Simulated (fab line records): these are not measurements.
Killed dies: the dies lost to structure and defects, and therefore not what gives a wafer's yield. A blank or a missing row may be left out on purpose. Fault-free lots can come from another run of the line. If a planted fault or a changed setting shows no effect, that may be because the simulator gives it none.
Problem report, 8D (eight disciplines) form, completed by code || flow sky130 || the parts of the form that need people (team, actions taken, sign-off) are left out

== 1. WHAT WENT WRONG ==
Mean POLY_GATE_CVD_00_THK at SKY_POLY_GATE_THK_MEAS_01: 128.3 nm over 6 wafers in 2 lots; fault-free wafers: 180.8 nm, standard deviation 1.7. That puts it -31 standard deviations away from the usual mean.
Seen first at day 21 06:46 on film-metro-03, wafer L729.4. The record holds 30 wafers of 10 lots with a number at this step. The rule behind "out" and "out of limits": a value lying over 4 standard deviations away from the usual mean. The other wafers with a number count as sound.

== 2. WHAT THIS IS AND IS NOT ==
{"question": "which readings at this step", "is": "POLY_GATE_CVD_00_THK", "is not": "-"}
{"question": "which lots", "is": "L729, L730", "is not": "L710, L712, L713, L714, L716, L717, L718, L720"}
{"question": "which wafers of those lots", "is": "all that have a number", "is not": "-"}
{"question": "read on which gauges", "is": "film-metro-01, film-metro-03", "is not": "film-metro-04"}
{"question": "when", "is": "from day 21 06:46", "is not": "up to then (24 sound wafers)"}

== 3. WHAT RULES OUT EACH SUSPECT ==
Counting: a tool at any process step up to the reading remains a suspect when it ran all the lots that are out and ran no sound lot after the first of those.
- the gauge at SKY_POLY_GATE_THK_MEAS_01: ruled out. The wafers that are out were read on 2 gauges (film-metro-01, film-metro-03).
- lpcvd-01 at SKY_POLY_GATE_CVD_00 (deposits poly-Si, target thk 180 nm, time 720 s): kept. All lots that are out passed through it, beginning with L729 at day 21 05:32, and no sound lot followed; its final sound lot before that point was L720 at day 17 15:35. Its own spike-tc-bottom-C, spike-tc-centre-C, spike-tc-lower-C, spike-tc-top-C, spike-tc-upper-C, susceptor-temp-C readings are out on those wafers.
The count leaves lpcvd-01 at SKY_POLY_GATE_CVD_00.

== 4. THE CAUSE (what the simulator had put in) ==
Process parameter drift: lpcvd-01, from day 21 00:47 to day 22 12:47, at SKY_POLY_GATE_CVD_00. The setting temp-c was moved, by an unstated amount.
After counting, this tool was the only one left.

== 5. SEQUENCE OF EFFECTS, ordered by route ==
One row per reading whose mean, taken over the struck wafers that have a number, lies over 3 standard deviations from the usual. Only readings for which the record gives a usual standard deviation are gone through. hours: the time from each lot's start at the first step in this table that gives one to its start at this step, as a median over the lots. sigmas: the change in usual standard deviations.
{"hours": 0, "step": "SKY_POLY_GATE_CVD_00", "reading": "spike-tc-bottom-C", "usual": "640.9 C", "on struck wafers": 626.1, "change": -14.8, "sigmas": -11}
{"hours": 0, "step": "SKY_POLY_GATE_CVD_00", "reading": "spike-tc-centre-C", "usual": "620.4 C", "on struck wafers": 605.1, "change": -15.2, "sigmas": -15}
{"hours": 0, "step": "SKY_POLY_GATE_CVD_00", "reading": "spike-tc-lower-C", "usual": "621.1 C", "on struck wafers": 606.1, "change": -15.0, "sigmas": -11}
{"hours": 0, "step": "SKY_POLY_GATE_CVD_00", "reading": "spike-tc-top-C", "usual": "635.6 C", "on struck wafers": 621.4, "change": -14.2, "sigmas": -8.9}
{"hours": 0, "step": "SKY_POLY_GATE_CVD_00", "reading": "spike-tc-upper-C", "usual": "620.2 C", "on struck wafers": 605.0, "change": -15.2, "sigmas": -10}
{"hours": 0, "step": "SKY_POLY_GATE_CVD_00", "reading": "susceptor-temp-C", "usual": "620.01 C", "on struck wafers": 605.34, "change": -14.67, "sigmas": -52}
{"hours": 1, "step": "SKY_POLY_GATE_THK_MEAS_01", "reading": "POLY_GATE_CVD_00_THK", "usual": "180.8 nm", "on struck wafers": 128.3, "change": -52.5, "sigmas": -31}
{"hours": 64, "step": "SKY_POLY_GATE_ETCH_17", "reading": "oes-product-au", "usual": "0.989 a.u.", "on struck wafers": 0.790, "change": -0.199, "sigmas": -28}
Process steps it contains:
- SKY_POLY_GATE_CVD_00: deposits poly-Si, target thk 180 nm, time 720 s.
- SKY_POLY_GATE_ETCH_17: etches poly-Si in HBr/Cl2, stops on SiO2, target depth 180 nm, time 70.5 s.
At these later measuring or inspecting steps, every struck wafer for which the step has a row has a number for every such reading, and none has moved that far: SKY_CONTACT_BOW_MEAS_05, SKY_CONTACT_OVL_MEAS_15.

== 6. WHAT WOULD HAVE CAUGHT IT SOONER ==
The first out-of-limits reading at a measuring or inspecting step in this record came at day 21 06:46, 6 hours after the fault's start at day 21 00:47.
Tool's own readings at SKY_POLY_GATE_CVD_00, spike-tc-bottom-C, spike-tc-centre-C, spike-tc-lower-C, spike-tc-top-C, spike-tc-upper-C, susceptor-temp-C: out on all struck wafers the step has rows for; an alarm limit on them would have tripped on the first.
Lots out: 2; of these, L730 started SKY_POLY_GATE_CVD_00 on lpcvd-01 after day 21 06:46. Had the tool been put on hold then, it would have been spared.
